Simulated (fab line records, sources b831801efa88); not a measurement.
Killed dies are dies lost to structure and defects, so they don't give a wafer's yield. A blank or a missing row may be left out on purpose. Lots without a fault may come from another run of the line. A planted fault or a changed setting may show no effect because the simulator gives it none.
Which tool did it? | flow gf180mcu | 6 lots, 17 wafers sampled, at 3 steps of a route of 602

WHAT THE GAUGES READ, wafer by wafer
GF_V4_THK_MEAS_03.
lot  | measured     | on            | V4_CVD_02_THK (nm)
L433 | day 24 06:58 | film_metro-03 | 854 846 855
L438 | day 26 06:44 | film_metro-03 | 847 1140
L440 | day 27 01:12 | film_metro-03 | 836 827 841
L448 | day 29 10:58 | film_metro-02 | 850 865 868
L450 | day 29 22:31 | film_metro-02 | 861 855 864
L453 | day 30 16:49 | film_metro-03 | 864 838 854

WHICH TOOL RAN EACH LOT (tool, then ch and the chambers of the sampled wafers, then the start)
lot  | GF_M4_METAL_ETCH_16               | GF_V4_CVD_02
L433 | rie_metal-04 ch 0,1, day 24 06:06 | pecvd-02 ch 0,1,2, day 24 06:54
L438 | rie_metal-02 ch 1, day 26 05:52   | pecvd-04 ch 1,2, day 26 06:40
L440 | rie_metal-01 ch 0,1, day 27 00:19 | pecvd-02 ch 0,2, day 27 01:08
L448 | rie_metal-02 ch 0,1, day 29 09:57 | pecvd-02 ch 0,2, day 29 10:53
L450 | rie_metal-01 ch 1, day 29 21:18   | pecvd-03 ch 0,1,2, day 29 22:27
L453 | rie_metal-04 ch 0,1, day 30 15:36 | pecvd-04 ch 0,1,2, day 30 16:44
- GF_M4_METAL_ETCH_16: etches the open film in Cl2/BCl3, stops on SiO2, target depth 750.8 nm, time 125.1 s.
- GF_V4_CVD_02: deposits SiO2 from TEOS, target thk 850 nm, time 94.851 s.

THE ANSWER, worked out from the rows above alone
Rule: what is usual is taken from the lots themselves. Put in order of their means at a reading, lots are off if they are a third of the lots or fewer, leave a main group of 4 or more, and stand apart from it by a gap of 3 or more times the standard deviation of the main group's means; of several such gaps the widest counts. A main group whose means are all the same, to the digits that the tables above print for the reading, isn't used. A lot without any number at a reading at which 4 lots or more have one is off too. The other lots that the step has rows for count as sound.
Off: L438, at GF_V4_THK_MEAS_03 (V4_CVD_02_THK). The main group: mean 852 nm, standard deviation 9.4.
A tool fits if, at a process step before that reading, it ran every lot that is off, and no sound lot after the first of them. The gauges at GF_V4_THK_MEAS_03 are tried like those tools. None of those tried fits.

WHAT THE SIMULATOR HAD PUT IN
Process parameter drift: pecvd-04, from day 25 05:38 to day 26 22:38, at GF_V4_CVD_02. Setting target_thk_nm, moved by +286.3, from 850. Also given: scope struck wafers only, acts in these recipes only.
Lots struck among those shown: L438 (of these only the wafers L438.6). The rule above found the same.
